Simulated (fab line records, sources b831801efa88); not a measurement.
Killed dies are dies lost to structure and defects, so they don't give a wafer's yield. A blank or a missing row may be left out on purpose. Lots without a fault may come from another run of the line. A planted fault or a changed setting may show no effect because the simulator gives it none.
A struck lot beside a sound one | flow sky130 | 43 steps out of a route of 708
Sound: wafers L185.1, L185.5, L185.6. Struck: wafer L198.6. (L198.1, L198.2 of the same lot were not struck and are left out.) The cause comes at the end.
At each step with rows: each side's tool, then ch and its chambers, then its first start. Under that, the readings that differ: sound wafers | struck wafers | difference of the means | sigmas: that difference in standard deviations of wafers without a fault.
alike: readings whose means differ by less than 2 such deviations, and words and numbers that are the same on both sides. not compared: withheld readings, readings that some wafer has no value for, bounds like >300 that may hide the same value, and numbers for which the record gives no deviation and whose values overlap.
The two part at a step that has a row with sigmas, a row that says differs or no value, or rows on one side only. Numbers that don't overlap but have no deviation are shown without sigmas and don't part them. A reading that every wafer of one side lacks parts them only if that side has two wafers or more.

SKY_LI_CONTACT_CD_MEAS_12: target cd 170 nm.
  sound on cd_sem-01, day 30 10:28; struck on cd_sem-01, day 35 05:29
  alike: cd_nm
SKY_LI_CONTACT_OVL_MEAS_13:
  sound on overlay-02, day 30 10:35; struck on overlay-02, day 35 05:36
  alike: LI_CONTACT_OVL
SKY_LI_CONTACT_ETCH_14: etches BARC in N2/H2, stops on SiO2, time 45.9 s, target depth 60 nm.
  sound on rie_diel-04 ch 2,3, day 30 10:37; struck on rie_diel-01 ch 0, day 35 05:38
  alike: drypump_motor_current_A, oes_product_au, throttle_valve_pct
  not compared: rf_hours_counter_h
then, 4 steps without rows for these wafers: SKY_LI_CONTACT_ETCH_15 (etches PSG in C4F8/O2/Ar, stops on Si, target depth 600 nm); SKY_LI_CONTACT_STRIP_16 (strips in O2/N2); SKY_LI_CONTACT_CLEAN_17 (cleans in NMP, time 600 s); SKY_LI_CONTACT_PRE_CLEAN_18 (time 5.6 s).
SKY_LI_CONTACT_SPUTTER_19: material Ti, target thk 20 nm, time 106.37 s.
  sound on pvd_sputter-01, day 30 11:02; struck on pvd_sputter-03, day 35 06:04
  reading                | sound          | struck | difference | sigmas
  throttle_valve_pct (%) | 30.2 29.6 27.7 | 30.9   | +1.7       | +2
  alike: cathode_dc_power_W
then, 1 step without rows for these wafers: SKY_LI_CONTACT_SPUTTER_20 (material TiN, target thk 20 nm, time 80 s).
SKY_LI_CONTACT_CVD_21: deposits W, target thk 400 nm, time 120.56 s.
  sound on cvd_w-02 ch 0,1, day 30 11:10; struck on cvd_w-01 ch 0, day 35 06:11
  alike: heater_power_w, susceptor_temp_C
SKY_LI_CONTACT_RS_MEAS_22: measures by four-point-probe.
  sound on film_metro-02, day 30 11:18; struck on film_metro-04, day 35 06:19
  reading                  | sound                | struck | difference | sigmas
  LI_CONTACT_W_RS (ohm/sq) | 0.2808 0.2808 0.2841 | 0.2894 | +0.0075    | +3
SKY_LI_CONTACT_THK_MEAS_23: measures by xrf.
  sound on film_metro-02, day 30 11:25; struck on film_metro-04, day 35 06:26
  alike: LI_CONTACT_W_THK
SKY_LI_CONTACT_CMP_24: polishes, stops on PSG, t overpolish 20 s, target thk 0 nm.
  sound on cmp-02 ch 2,3, day 30 11:32; struck on cmp-02 ch 1, day 35 06:36
  alike: motor_current_A, overpolish_run_s, time_to_endpoint_s
then, 1 step without rows for these wafers: SKY_LOCAL_INTERCONNECT_SPUTTER_00 (material TiN, target thk 100 nm, time 83.3 s).
SKY_LOCAL_INTERCONNECT_RS_MEAS_01: measures by four-point-probe.
  sound on film_metro-03, day 30 11:50; struck on film_metro-01, day 35 06:52
  alike: LOCAL_INTERCONNECT_TIN_RS
SKY_LOCAL_INTERCONNECT_THK_MEAS_02: measures by xrf.
  sound on film_metro-03, day 30 11:58; struck on film_metro-01, day 35 06:59
  alike: LOCAL_INTERCONNECT_TIN_THK
then, 8 steps without rows for these wafers: SKY_LOCAL_INTERCONNECT_DEHYDRATE_03 (time 60 s); SKY_LOCAL_INTERCONNECT_HMDS_04 (prime time 60 s); SKY_LOCAL_INTERCONNECT_COAT_05 (resist thk 60 nm); SKY_LOCAL_INTERCONNECT_COAT_06 (resist thk 450 nm); SKY_LOCAL_INTERCONNECT_SOFTBAKE_07 (time 90 s); SKY_LOCAL_INTERCONNECT_EXPOSE_08 (exposes mask LI1M, target cd 170 nm); SKY_LOCAL_INTERCONNECT_PEB_09; SKY_LOCAL_INTERCONNECT_DEVELOP_10 (develop time 60 s).
SKY_LOCAL_INTERCONNECT_CD_MEAS_11: target cd 170 nm.
  sound on cd_sem-02, day 31 15:56; struck on cd_sem-02, day 36 08:28
  alike: cd_nm
SKY_LOCAL_INTERCONNECT_OVL_MEAS_12:
  sound on overlay-02, day 31 16:03; struck on overlay-02, day 36 08:35
  reading                     | sound  | struck | difference | sigmas
  LOCAL_INTERCONNECT_OVL (nm) | 0 5 -2 | 21     | +20        | +3
SKY_LOCAL_INTERCONNECT_ETCH_13: etches BARC in N2/H2, stops on SiO2, time 45.9 s, target depth 60 nm.
  sound on rie_metal-03 ch 0,1, day 31 16:05; struck on rie_metal-01 ch 1, day 36 08:37
  alike: drypump_motor_current_A, oes_product_au, throttle_valve_pct
  not compared: rf_hours_counter_h
SKY_LOCAL_INTERCONNECT_METAL_ETCH_14: etches TiN in Cl2/BCl3, stops on PSG, target depth 110 nm, time 31.4 s.
  sound on rie_metal-03 ch 0,1, day 31 16:09; struck on rie_metal-01 ch 1, day 36 08:45
  alike: bcl3_flow_sccm, drypump_motor_current_A, mfc_cl2_sccm, oes_product_au, throttle_valve_pct
  not compared: rf_hours_counter_h
then, 5 steps without rows for these wafers: SKY_LOCAL_INTERCONNECT_STRIP_15 (strips in O2/N2); SKY_LOCAL_INTERCONNECT_STRIP_16 (strips in post etch residue remover, time 1200 s); SKY_LOCAL_INTERCONNECT_CLEAN_17 (cleans in IPA, time 180 s); SKY_LOCAL_INTERCONNECT_CLEAN_18 (cleans in O3/DIW); SKY_CONTACT_CVD_00 (deposits Si3N4, target thk 75 nm).
SKY_CONTACT_THK_MEAS_01:
  sound on film_metro-04, day 31 16:52; struck on film_metro-02, day 36 09:30
  alike: CONTACT_CVD_00_THK
then, 1 step without rows for these wafers: SKY_CONTACT_HDPCVD_02 (deposits SiO2, target thk 565 nm, time 94.2 s).
SKY_CONTACT_THK_MEAS_03:
  sound on film_metro-03, day 31 16:59; struck on film_metro-03, day 36 09:38
  alike: CONTACT_HDPCVD_THK
then, 1 step without rows for these wafers: SKY_CONTACT_CMP_04 (polishes SiO2).
SKY_CONTACT_BOW_MEAS_05:
  sound on film_metro-02, day 31 17:21; struck on film_metro-02, day 36 09:59
  alike: CONTACT_BOW
then, 4 steps without rows for these wafers: SKY_CONTACT_DEHYDRATE_06 (time 60 s); SKY_CONTACT_HMDS_07 (prime time 60 s); SKY_CONTACT_COAT_08 (resist thk 60 nm); SKY_CONTACT_COAT_09 (resist thk 450 nm).
-- the record jumps here: 14 days lie between the struck wafers' starts before and after (it left off in module CONTACT and takes up again in module PAD_OPEN, whose first step shown is number 708 of the route) --
SKY_PAD_OPEN_PROBE_99:
  sound on prober-01, day 46 17:38; struck on prober-02, day 50 01:28
  reading            | sound    | struck | difference | sigmas
  killed_at_contacts | 26 33 25 | 254    | +226       | +40
  killed_dies        | 75 94 95 | 308    | +220       | +22
  killed_on_rim      | 11 19 24 | 52     | +34        | +9
  alike: killed_at_M0_to_M3, killed_at_M4_up, killed_at_front_end, killed_at_other, killed_open, killed_short

WHERE THEY PART
First at SKY_LI_CONTACT_SPUTTER_19; last, within this record, at SKY_PAD_OPEN_PROBE_99.

WHY: what the simulator had put in
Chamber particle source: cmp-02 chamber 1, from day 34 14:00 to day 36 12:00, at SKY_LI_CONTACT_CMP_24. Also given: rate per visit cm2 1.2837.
